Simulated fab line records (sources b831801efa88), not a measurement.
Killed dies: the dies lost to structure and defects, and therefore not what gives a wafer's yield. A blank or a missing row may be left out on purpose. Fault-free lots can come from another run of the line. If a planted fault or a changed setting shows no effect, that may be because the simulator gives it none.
A struck lot beside a sound one -- flow sky130 -- 19 steps out of a route of 708
Sound: these wafers, L737.2, L737.3, L737.6. Struck: wafers L733.2, L733.6 (left out: L733.3, a lot-mate that was not struck); the cause follows at the end.
At each step with rows: each side's tool, then ch and its chambers, then its first start. Under that, the readings that differ: sound wafers -- struck wafers -- difference of the means -- sigmas: that difference in standard deviations of wafers without a fault.
alike: readings with means less than 2 such deviations apart, plus words and numbers identical on both sides. not compared: withheld readings, readings lacking a value on some wafer, bounds such as >300 that could conceal the same value, and numbers that have no deviation in the record and whose values overlap.
The two part at a step that has a row with sigmas, a row that says differs or no value, or rows on one side only. Non-overlapping numbers with no deviation appear without sigmas and do not part them. A reading missing from all wafers of one side parts the sides only when that side holds two or more wafers.

first, 4 steps without rows for these wafers: SKY_METAL1_STRIP_21 (strips in post etch residue remover, time 1200 s); SKY_METAL1_CLEAN_22 (cleans in IPA, time 180 s); SKY_METAL1_CLEAN_23 (cleans in O3/DIW); SKY_VIA1_HDPCVD_00 (deposits SiO2, target thk 1030 nm, time 171.7 s).
SKY_VIA1_THK_MEAS_01:
  sound on film metro-04 at day 37 10:59; struck on film metro-03 at day 36 03:05
  alike: VIA1_HDPCVD_THK
SKY_VIA1_CMP_02: polishes SiO2.
  sound on cmp-01 ch 1,2, day 37 11:02; struck on cmp-02 ch 0,1, day 36 03:11
  alike: motor current A
SKY_VIA1_BOW_MEAS_03:
  sound on film metro-03 at day 37 11:22; struck on film metro-03 at day 36 03:28
  alike: VIA1_BOW
then, 5 steps without rows for these wafers: SKY_VIA1_DEHYDRATE_04 (time 60 s); SKY_VIA1_HMDS_05 (prime time 60 s); SKY_VIA1_COAT_06 (resist thk 60 nm); SKY_VIA1_COAT_07 (resist thk 450 nm); SKY_VIA1_SOFTBAKE_08 (time 90 s).
SKY_VIA1_EXPOSE_09: exposes mask VIM, target cd 150 nm.
  sound on krf scanner-02 ch 0, day 38 00:15; struck on krf scanner-01 ch 0, day 36 16:48
  alike: mask, reticle temp C
next, for these wafers, 1 step has no rows: SKY_VIA1_PEB_10.
SKY_VIA1_DEVELOP_11: develop time 61.65 s.
  sound: litho track-01 ch 0; struck: litho track-01 ch 0
reading,sound,struck,difference,sigmas
model.VIA1.cd nm (nm),149 150.3 150.4,108.8 108,-41.5,
SKY_VIA1_CD_MEAS_12 targets a cd of 150 nm.
  sound on cd sem-02 at day 38 12:23; struck on cd sem-02 at day 37 06:23
reading,sound,struck,difference,sigmas
cd nm (nm),148.8 149.7 150.5,108.8 108.1,-41.2,-24
SKY_VIA1_OVL_MEAS_13:
  sound on overlay-02 at day 38 12:30; struck on overlay-01 at day 37 06:30
  alike: VIA1_OVL
SKY_VIA1_ETCH_14: etches BARC in N2/H2, stops on SiO2, time 45.9 s, target depth 60 nm.
  sound on rie diel-01 ch 0,1,2, day 38 12:32; struck on rie diel-02 ch 1,3, day 37 06:32
reading,sound,struck,difference,sigmas
model.VIA1.cd nm (nm),147.3 150.3 149.3,108.8 106.7,-41.2,
  alike: drypump motor current A, h2 flow sccm, oes product au, rf fwd power W, throttle valve pct
  not compared: rf hours counter h
SKY_VIA1_ETCH_15: etches SiO2 in C4F8/O2/Ar, stops on TiN, target depth 351 nm, time 54 s.
  sound on rie diel-01 ch 0,1,2, day 38 12:34; struck on rie diel-02 ch 1,3, day 37 06:34
  alike: oes product au, rf fwd power W

WHERE THEY PART
At SKY_VIA1_CD_MEAS_12 and nowhere else, as far as this record goes. Later steps at which nothing parts them and some readings are alike: SKY_VIA1_OVL_MEAS_13, SKY_VIA1_ETCH_14, SKY_VIA1_ETCH_15.

WHY: the cause the simulator had injected
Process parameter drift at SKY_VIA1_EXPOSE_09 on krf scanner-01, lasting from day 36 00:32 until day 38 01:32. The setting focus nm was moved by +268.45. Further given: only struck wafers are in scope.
